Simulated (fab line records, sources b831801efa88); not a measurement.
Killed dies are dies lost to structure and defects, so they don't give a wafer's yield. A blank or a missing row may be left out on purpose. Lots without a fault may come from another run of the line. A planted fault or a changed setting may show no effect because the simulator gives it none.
Problem report in the 8D (eight disciplines) form, filled by code | flow sky130 | the parts of the form that need people (team, actions taken, sign-off) are left out

1. THE PROBLEM
oes_product_au at SKY_METAL4_METAL_ETCH_18 reads a mean of 0.832 a.u. on 3 wafers of 3 lots; wafers without a fault read 0.864 a.u. with a standard deviation of 0.0064. That is -5.0 standard deviations from the usual mean.
The step: etches the open film in Cl2/BCl3, stops on SiO2, target depth 845 nm, time 183.1 s.
First seen on wafer L448.3, day 45 05:59, on rie_metal-03. The record holds 30 wafers of 11 lots with a number at this step. Rule for "out", or "out of limits": more than 4 standard deviations from the usual mean. The other wafers with a number count as sound.

2. WHAT IT IS AND WHAT IT IS NOT
question                    | is                     | is not
which readings at this step | oes_product_au         | drypump_motor_current_A, throttle_valve_pct
which lots                  | L448, L450, L452       | L437, L439, L440, L441, L444, L447, L457, L460
which wafers of those lots  | L448.3, L450.3, L452.1 | L448.4, L450.2, L452.2
read on which tools         | rie_metal-03           | rie_metal-01, rie_metal-02
when                        | from day 45 05:59      | up to then (19 sound wafers); but 8 sound wafers of L450, L452, L457, L460 came after

3. SUSPECTS, AND WHAT RULES EACH OUT
Counting: a tool at a process step up to the reading stays a suspect if it ran every lot that is out. Sound lots after the first of them don't rule it out here, since some wafers of a struck lot are sound.
- rie_metal-03 at SKY_METAL4_METAL_ETCH_18 (etches the open film in Cl2/BCl3, stops on SiO2, target depth 845 nm, time 183.1 s): kept. It ran every lot that is out, first L448 (day 45 05:59); its last sound lot up to then is L444 (day 43 17:58). Its own readings are out on those wafers: oes_product_au.
Left after counting: rie_metal-03 at SKY_METAL4_METAL_ETCH_18.

4. THE CAUSE (what the simulator had put in)
Process parameter drift: rie_metal-03, from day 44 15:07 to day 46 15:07, at SKY_METAL4_METAL_ETCH_18. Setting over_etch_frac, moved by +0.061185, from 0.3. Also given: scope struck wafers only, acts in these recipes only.
Counting left only this tool.

5. THE CHAIN OF EFFECTS, in route order
Each row: a reading whose mean over the struck wafers that have a number lies more than 3 standard deviations from the usual. Only readings for which the record gives a usual standard deviation are gone through. hours: the time from each lot's start at the first step in this table that gives one to its start at this step, as a median over the lots. sigmas: the change in usual standard deviations.
hours | step                     | reading                  | usual      | on struck wafers | change | sigmas
0     | SKY_METAL4_METAL_ETCH_18 | oes_product_au           | 0.864 a.u. | 0.832            | -0.032 | -5.0
0     | SKY_METAL4_STRIP_19      | strip_time_to_endpoint_s | 6.52 s     | 6.26             | -0.26  | -3.5
The process steps in it:
- SKY_METAL4_METAL_ETCH_18: etches the open film in Cl2/BCl3, stops on SiO2, target depth 845 nm, time 183.1 s.
- SKY_METAL4_STRIP_19: strips in O2/N2.

6. WHAT WOULD HAVE CAUGHT IT SOONER
In this record the first reading out of limits was taken at day 45 05:59, 15 hours after the fault began at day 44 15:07.
